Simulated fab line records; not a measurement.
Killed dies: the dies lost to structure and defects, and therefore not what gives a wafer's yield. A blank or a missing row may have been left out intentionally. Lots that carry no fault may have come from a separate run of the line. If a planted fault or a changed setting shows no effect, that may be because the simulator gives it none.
Chamber matching / flow gf180mcu / GF_V5_CMP_04 on cmp-01 has 4 sister chambers
The step polishes SiO2. 4 wafers are shown with their chamber, then 11 later ones without.

## EACH WAFER AND ITS CHAMBER
wafer=L082.1; chamber=3; motor-current-A (A)=12.8
wafer=L083.5; chamber=2; motor-current-A (A)=13.5
wafer=L087.6; chamber=0; motor-current-A (A)=13.1
wafer=L089.1; chamber=1; motor-current-A (A)=13.4

## WAFERS MISSING THEIR CHAMBER
wafer=L089.2; motor-current-A (A)=12.5
wafer=L089.3; motor-current-A (A)=12.9
wafer=L093.1; motor-current-A (A)=13.1
wafer=L093.4; motor-current-A (A)=14.2
wafer=L093.5; motor-current-A (A)=12.2
wafer=L095.1; motor-current-A (A)=13.1
wafer=L095.4; motor-current-A (A)=12.9
wafer=L095.6; motor-current-A (A)=12.2
wafer=L096.2; motor-current-A (A)=12.3
wafer=L096.3; motor-current-A (A)=12.7
wafer=L096.5; motor-current-A (A)=12.4

## THE CHAMBER EACH PASSED THROUGH
wafer=L089.2; from the rows above=can't be placed: 3 or 0 or 1 or 2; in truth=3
wafer=L089.3; from the rows above=can't be placed: 3 or 0 or 1 or 2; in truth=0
wafer=L093.1; from the rows above=can't be placed: 0 or 3 or 1 or 2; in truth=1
wafer=L093.4; from the rows above=can't be placed: 2 or 1 or 0 or 3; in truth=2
wafer=L093.5; from the rows above=can't be placed: 3 or 0 or 1 or 2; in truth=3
wafer=L095.1; from the rows above=can't be placed: 0 or 3 or 1 or 2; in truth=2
wafer=L095.4; from the rows above=can't be placed: 3 or 0 or 1 or 2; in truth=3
wafer=L095.6; from the rows above=can't be placed: 3 or 0 or 1 or 2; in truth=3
wafer=L096.2; from the rows above=can't be placed: 3 or 0 or 1 or 2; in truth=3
wafer=L096.3; from the rows above=can't be placed: 3 or 0 or 1 or 2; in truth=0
wafer=L096.5; from the rows above=can't be placed: 3 or 0 or 1 or 2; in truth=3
Placed correctly: 0 of 11. Not placeable from these rows: 11 (in 11, the candidates include the true chamber). Wrongly placed: 0.
How it was worked out, from the rows above alone: a wafer's distance from a chamber is the root of the sum, over the readings, of the square of ((its reading less the chamber's mean) divided by the reading's scatter). The wafer belongs to the nearest chamber; if the next one is less than 2 further off, it can't be placed. For every chamber, the mean is computed from those of its wafers that are shown. The scatter: with one shown wafer a chamber, the root of the mean of the squares of how far each hidden wafer lies from its nearest shown one.
